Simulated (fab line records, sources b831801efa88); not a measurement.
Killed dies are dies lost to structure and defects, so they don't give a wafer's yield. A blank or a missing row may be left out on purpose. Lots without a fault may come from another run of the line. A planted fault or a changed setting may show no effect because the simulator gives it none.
Which tool did it? | flow sky130 | 11 lots, 33 wafers sampled, at 6 steps of a route of 708

WHAT THE GAUGES READ, wafer by wafer
SKY_METAL3_OVL_MEAS_14.
lot  | measured     | on         | METAL3_OVL (nm)
L398 | day 38 14:50 | overlay-01 | -11 -5 -10
L400 | day 39 01:00 | overlay-02 | -4 -4 -3
L402 | day 39 23:34 | overlay-02 | 10 2 7
L404 | day 40 09:41 | overlay-01 | -7 -5 -5
L407 | day 41 05:41 | overlay-01 | -2 1 1
L409 | day 42 06:22 | overlay-01 | -2 -2 0
L410 | day 42 08:53 | overlay-01 | 0 0 -2
L411 | day 42 14:42 | overlay-02 | -5 -1 -10
L413 | day 43 04:37 | overlay-01 | 5 1 2
L416 | day 43 20:32 | overlay-02 | 9 8 6
L421 | day 45 04:25 | overlay-02 | -12 -1 -3

SKY_VIA3_RS_MEAS_22: measures by four-point-probe.
lot  | measured     | on            | VIA3_W_RS (ohm/sq)
L398 | day 39 18:01 | film_metro-02 | 0.2913 0.2934 0.2917
L400 | day 40 04:41 | film_metro-01 | 0.2917 0.2878 0.2858
L402 | day 41 04:19 | film_metro-02 | 0.2932 0.2955 0.2914
L404 | day 41 12:20 | film_metro-01 | 0.2923 0.2934 0.2922
L407 | day 42 07:51 | film_metro-02 | 0.2892 0.2912 0.2906
L409 | day 43 08:25 | film_metro-04 | 0.2969 0.2989 0.2968
L410 | day 43 11:13 | film_metro-02 | 0.2948 0.2923 0.2931
L411 | day 43 16:37 | film_metro-01 | 0.2889 0.2910 0.2916
L413 | day 44 05:38 | film_metro-04 | 0.2668 0.2921 0.2690
L416 | day 44 21:18 | film_metro-04 | 0.2659 0.2922 0.2667
L421 | day 46 04:16 | film_metro-02 | 0.2916 0.2928 0.2915

SKY_VIA3_THK_MEAS_23: measures by xrf.
lot  | measured     | on            | VIA3_W_THK (nm)
L398 | day 39 18:08 | film_metro-02 | 382 381 381
L400 | day 40 04:47 | film_metro-01 | 389 396 398
L402 | day 41 04:26 | film_metro-02 | 385 379 388
L404 | day 41 12:28 | film_metro-01 | 388 390 389
L407 | day 42 07:58 | film_metro-02 | 386 383 386
L409 | day 43 08:31 | film_metro-04 | 387 387 386
L410 | day 43 11:20 | film_metro-02 | 383 388 385
L411 | day 43 16:43 | film_metro-01 | 391 389 388
L413 | day 44 05:45 | film_metro-04 | 424 391 425
L416 | day 44 21:25 | film_metro-04 | 428 390 429
L421 | day 46 04:23 | film_metro-02 | 384 383 385

WHICH TOOL RAN EACH LOT (tool, then ch and the chambers of the sampled wafers, then the start)
lot  | SKY_METAL2_DESCUM_17              | SKY_METAL3_SPUTTER_04        | SKY_VIA3_CVD_21
L398 | rie_metal-02 ch 0,1, day 35 04:16 | pvd_sputter-02, day 36 09:38 | cvd_w-01 ch 0,1, day 39 17:54
L400 | rie_metal-03 ch 0,1, day 35 14:26 | pvd_sputter-04, day 36 20:03 | cvd_w-02 ch 0,1, day 40 04:34
L402 | rie_metal-01 ch 0,1, day 36 15:37 | pvd_sputter-03, day 37 20:39 | cvd_w-01 ch 0,1, day 41 04:11
L404 | rie_metal-02 ch 0, day 37 00:37   | pvd_sputter-02, day 38 06:01 | cvd_w-01 ch 0,1, day 41 12:13
L407 | rie_metal-01 ch 0,1, day 37 22:40 | pvd_sputter-04, day 39 03:46 | cvd_w-01 ch 0,1, day 42 07:44
L409 | rie_metal-03 ch 0,1, day 39 01:16 | pvd_sputter-03, day 40 05:23 | cvd_w-01 ch 0,1, day 43 08:18
L410 | rie_metal-01 ch 0,1, day 39 04:17 | pvd_sputter-04, day 40 07:46 | cvd_w-01 ch 0,1, day 43 11:06
L411 | rie_metal-03 ch 0, day 39 12:55   | pvd_sputter-02, day 40 15:22 | cvd_w-02 ch 0,1, day 43 16:28
L413 | rie_metal-03 ch 0,1, day 39 23:56 | pvd_sputter-03, day 41 05:25 | cvd_w-01 ch 0,1, day 44 05:31
L416 | rie_metal-02 ch 0,1, day 40 20:02 | pvd_sputter-02, day 41 22:32 | cvd_w-01 ch 0,1, day 44 21:10
L421 | rie_metal-01 ch 1, day 42 05:26   | pvd_sputter-03, day 43 07:20 | cvd_w-02 ch 0,1, day 46 04:09
- SKY_METAL2_DESCUM_17: chemistry O2, time 8 s.
- SKY_METAL3_SPUTTER_04: material TiN, target thk 70 nm, time 58.3 s.
- SKY_VIA3_CVD_21: deposits W, target thk 390 nm, time 117.31 s.

WHAT THE TOOLS THEMSELVES READ (means of the sampled wafers that have a number; where no wafer has one, the mark that the record gives instead)
SKY_METAL2_DESCUM_17.
lot  | tool         | drypump_motor_current_A (A) | oes_product_au (a.u.)
L398 | rie_metal-02 | 5.64                        | 0.995
L400 | rie_metal-03 | 5.63                        | 1.002
L402 | rie_metal-01 | 5.66                        | 0.999
L404 | rie_metal-02 | 5.28                        | 1.000
L407 | rie_metal-01 | 5.65                        | 1.013
L409 | rie_metal-03 | 5.62                        | 0.996
L410 | rie_metal-01 | 5.65                        | 1.009
L411 | rie_metal-03 | 5.63                        | 1.008
L413 | rie_metal-03 | 5.61                        | 0.999
L416 | rie_metal-02 | 5.64                        | 1.008
L421 | rie_metal-01 | 5.65                        | 1.004

SKY_METAL3_SPUTTER_04.
lot  | tool           | throttle_valve_pct (%)
L398 | pvd_sputter-02 | 30.2
L400 | pvd_sputter-04 | 29.5
L402 | pvd_sputter-03 | 31.0
L404 | pvd_sputter-02 | 29.6
L407 | pvd_sputter-04 | 29.0
L409 | pvd_sputter-03 | 30.4
L410 | pvd_sputter-04 | 29.1
L411 | pvd_sputter-02 | 30.7
L413 | pvd_sputter-03 | 30.5
L416 | pvd_sputter-02 | 28.3
L421 | pvd_sputter-03 | 30.8

SKY_VIA3_CVD_21.
lot  | tool     | heater_power_w (W)
L398 | cvd_w-01 | 778
L400 | cvd_w-02 | 965
L402 | cvd_w-01 | 786
L404 | cvd_w-01 | 796
L407 | cvd_w-01 | 797
L409 | cvd_w-01 | 799
L410 | cvd_w-01 | 801
L411 | cvd_w-02 | 959
L413 | cvd_w-01 | 801
L416 | cvd_w-01 | 807
L421 | cvd_w-02 | 982

THE ANSWER, worked out from the rows above alone
Rule: what is usual is taken from the lots themselves. Put in order of their means at a reading, lots are off if they are a third of the lots or fewer, leave a main group of 4 or more, and stand apart from it by a gap of 3 or more times the standard deviation of the main group's means; of several such gaps the widest counts. A main group whose means are all the same, to the digits that the tables above print for the reading, isn't used. A lot without any number at a reading at which 4 lots or more have one is off too. The other lots that the step has rows for count as sound. The gauges are gone through in route order, then the tools' own readings, and for those a lot's mean is taken as printed above. The first step at which some lot is off is used, and at that step the reading that is off furthest; a lot without a number counts as furthest.
Off: L413, L416, at SKY_VIA3_RS_MEAS_22 (VIA3_W_RS). The main group: mean 0.2923 ohm/sq, standard deviation 0.0024.
A tool fits if, at a process step before that reading, it ran every lot that is off, and no sound lot after the first of them. The gauges at SKY_VIA3_RS_MEAS_22 are tried like those tools. Can't be told from this: 2 tools fit, cvd_w-01 at SKY_VIA3_CVD_21, film_metro-04 at SKY_VIA3_RS_MEAS_22.

WHAT THE SIMULATOR HAD PUT IN
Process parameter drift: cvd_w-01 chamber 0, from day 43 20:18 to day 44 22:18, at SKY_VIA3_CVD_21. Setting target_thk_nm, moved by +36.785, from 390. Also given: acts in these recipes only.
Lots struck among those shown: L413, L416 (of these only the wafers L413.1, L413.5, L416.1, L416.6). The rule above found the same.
